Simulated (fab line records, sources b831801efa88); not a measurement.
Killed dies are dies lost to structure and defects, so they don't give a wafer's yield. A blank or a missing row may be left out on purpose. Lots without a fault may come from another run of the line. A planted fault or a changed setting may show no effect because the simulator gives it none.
A struck lot beside a sound one | flow sky130 | 16 steps out of a route of 708
Sound: wafers L636.2, L636.3, L636.5. Struck: wafer L652.6. (L652.1, L652.2 of the same lot were not struck and are left out.) The cause comes at the end.
At each step with rows: each side's tool, then ch and its chambers, then its first start. Under that, the readings that differ: sound wafers | struck wafers | difference of the means | sigmas: that difference in standard deviations of wafers without a fault.
alike: readings whose means differ by less than 2 such deviations, and words and numbers that are the same on both sides. not compared: withheld readings, readings that some wafer has no value for, bounds like >300 that may hide the same value, and numbers for which the record gives no deviation and whose values overlap.
The two part at a step that has a row with sigmas, a row that says differs or no value, or rows on one side only. Numbers that don't overlap but have no deviation are shown without sigmas and don't part them. A reading that every wafer of one side lacks parts them only if that side has two wafers or more.

SKY_VIA1_BOW_MEAS_03:
  sound on film_metro-03, day 32 21:23; struck on film_metro-03, day 38 01:49
  alike: VIA1_BOW
then, 8 steps without rows for these wafers: SKY_VIA1_DEHYDRATE_04 (time 60 s); SKY_VIA1_HMDS_05 (prime time 60 s); SKY_VIA1_COAT_06 (resist thk 60 nm); SKY_VIA1_COAT_07 (resist thk 450 nm); SKY_VIA1_SOFTBAKE_08 (time 90 s); SKY_VIA1_EXPOSE_09 (exposes mask VIM, target cd 150 nm); SKY_VIA1_PEB_10; SKY_VIA1_DEVELOP_11 (develop time 60 s).
SKY_VIA1_CD_MEAS_12: target cd 150 nm.
  sound on cd_sem-02, day 33 23:07; struck on cd_sem-02, day 39 03:25
  alike: cd_nm
SKY_VIA1_OVL_MEAS_13:
  sound on overlay-02, day 33 23:13; struck on overlay-01, day 39 03:32
  alike: VIA1_OVL
SKY_VIA1_ETCH_14: etches BARC in N2/H2, stops on SiO2, time 45.9 s, target depth 60 nm.
  sound on rie_diel-04 ch 0,1, day 33 23:14; struck on rie_diel-04 ch 0, day 39 03:35
  reading                | sound                | struck | difference | sigmas
  throttle_valve_pct (%) | 13.222 13.231 13.210 | 13.246 | +0.025     | +3
  alike: drypump_motor_current_A, oes_product_au, run_length_s
  not compared: rf_hours_counter_h
SKY_VIA1_ETCH_15: etches SiO2 in C4F8/O2/Ar, stops on TiN, target depth 351 nm, time 54 s.
  sound on rie_diel-04 ch 0,1, day 33 23:17; struck on rie_diel-04 ch 0, day 39 03:37
  reading                                     | sound             | struck | difference | sigmas
  oes_product_au (a.u.)                       | 0.975 0.970 0.994 | 0.936  | -0.044     | -7
  run_length_s (s)                            | 82.4 82.9 82.9    | 88.7   | +6.0       | +14
  model.KrF-thick_of_VIA1_COAT_07.thk_nm (nm) | 326.9 323.7 324.1 | 317.4  | -7.5       |
  model.VIA1.feature_depth_nm (nm)            | 342.7 344.2 345.8 | 346.2  | +2.0       |
  not compared: rf_hours_counter_h, model.etch.depth_nm
SKY_VIA1_STRIP_16: strips in O2/N2.
  sound on plasma_asher-03 ch 0,1, day 33 23:20; struck on plasma_asher-04 ch 1, day 39 03:40
  reading                      | sound             | struck | difference | sigmas
  oes_product_au (a.u.)        | 0.418 0.415 0.418 | 0.406  | -0.011     | -2
  strip_time_to_endpoint_s (s) | 4.515 4.473 4.469 | 4.407  | -0.079     | -4
  alike: drypump_motor_current_A
  not compared: rf_hours_counter_h
then, 2 steps without rows for these wafers: SKY_VIA1_STRIP_17 (strips in post etch residue remover, time 1200 s); SKY_PAD_OPEN_PROBE_99.

WHERE THEY PART
First at SKY_VIA1_ETCH_14; last, within this record, at SKY_VIA1_STRIP_16.

WHY: what the simulator had put in
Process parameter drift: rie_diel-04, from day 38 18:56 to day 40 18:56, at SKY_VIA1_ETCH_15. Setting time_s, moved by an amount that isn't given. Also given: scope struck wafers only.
